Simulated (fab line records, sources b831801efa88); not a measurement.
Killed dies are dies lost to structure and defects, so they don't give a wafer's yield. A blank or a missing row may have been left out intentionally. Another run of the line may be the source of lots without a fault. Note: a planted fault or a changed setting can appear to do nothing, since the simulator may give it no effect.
Code-filled problem report in 8D (eight disciplines) form + flow sky130 + the parts of the form that need people (team, actions taken, sign-off) are left out

1. THE PROBLEM
Mean of spin_speed_rpm at SKY_METAL1_COAT_09: 2948.8 rpm across 6 wafers in 2 lots; on wafers with no fault it is 2999.8 rpm (standard deviation 2.2). Relative to the usual mean, that is a shift of -23 standard deviations.
The step: resist thk 60 nm.
Earliest sighting: wafer L538.1 on litho_track-04 at day 37 02:37. The record has a number at this step for 41 wafers belonging to 14 lots. Rule for "out", or "out of limits": more than 4 standard deviations from the usual mean. The other wafers with a number count as sound.

2. WHAT THIS IS AND IS NOT
| question                    | is                     | is not                                                                          |
|-----------------------------|------------------------|---------------------------------------------------------------------------------|
| which readings at this step | spin_speed_rpm         | -                                                                               |
| which lots                  | L538, L541             | L524, L525, L527, L528, L529, L533, L534, L535, L537, L544, L545, L546          |
| which wafers of those lots  | all that have a number | -                                                                               |
| read on which tools         | litho_track-04         | litho_track-02, litho_track-03                                                  |
| when                        | from day 37 02:37      | up to then (26 sound wafers); but 9 sound wafers of L544, L545, L546 came after |

3. WHAT RULES OUT EACH SUSPECT
Counting: a tool stays on the suspect list if, at a process step up to the reading, it processed all lots that are out and no sound lot following the first of them.
- litho_track-04 at SKY_METAL1_COAT_09 (resist thk 60 nm): kept. It processed each lot that is out, first L538 at day 37 02:37, and no sound lot thereafter; up to then, the last sound lot it processed was L535 at day 36 14:11. On those wafers its own readings are out: spin_speed_rpm.
The count leaves litho_track-04 at SKY_METAL1_COAT_09.

4. THE CAUSE (what the simulator had put in)
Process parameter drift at SKY_METAL1_COAT_09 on litho_track-04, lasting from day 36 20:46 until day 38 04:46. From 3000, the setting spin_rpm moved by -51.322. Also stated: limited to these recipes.
Only this tool survived the counting.

5. THE EFFECT CHAIN, in route order
One row per reading whose mean, taken over the struck wafers that have a number, lies over 3 standard deviations from the usual. Readings are gone through only where the record gives a usual standard deviation; hours: the median, over the lots, of the time from a lot's start at the first step in this table giving one to that lot's start at this step; sigmas: the change measured in usual standard deviations.
| hours | step               | reading        | usual      | on struck wafers | change | sigmas |
|-------|--------------------|----------------|------------|------------------|--------|--------|
| 0     | SKY_METAL1_COAT_09 | spin_speed_rpm | 2999.8 rpm | 2948.8           | -51.0  | -23    |
Its process steps:
- SKY_METAL1_COAT_09: resist thk 60 nm.
Later steps that measure or inspect, where all struck wafers having a row at the step show a number for every such reading and not one has moved that far: SKY_METAL1_OVL_MEAS_16.

6. WHAT WOULD HAVE CAUGHT IT SOONER
6 hours passed between the start of the fault at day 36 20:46 and the first reading out of limits in this record, taken at day 37 02:37.
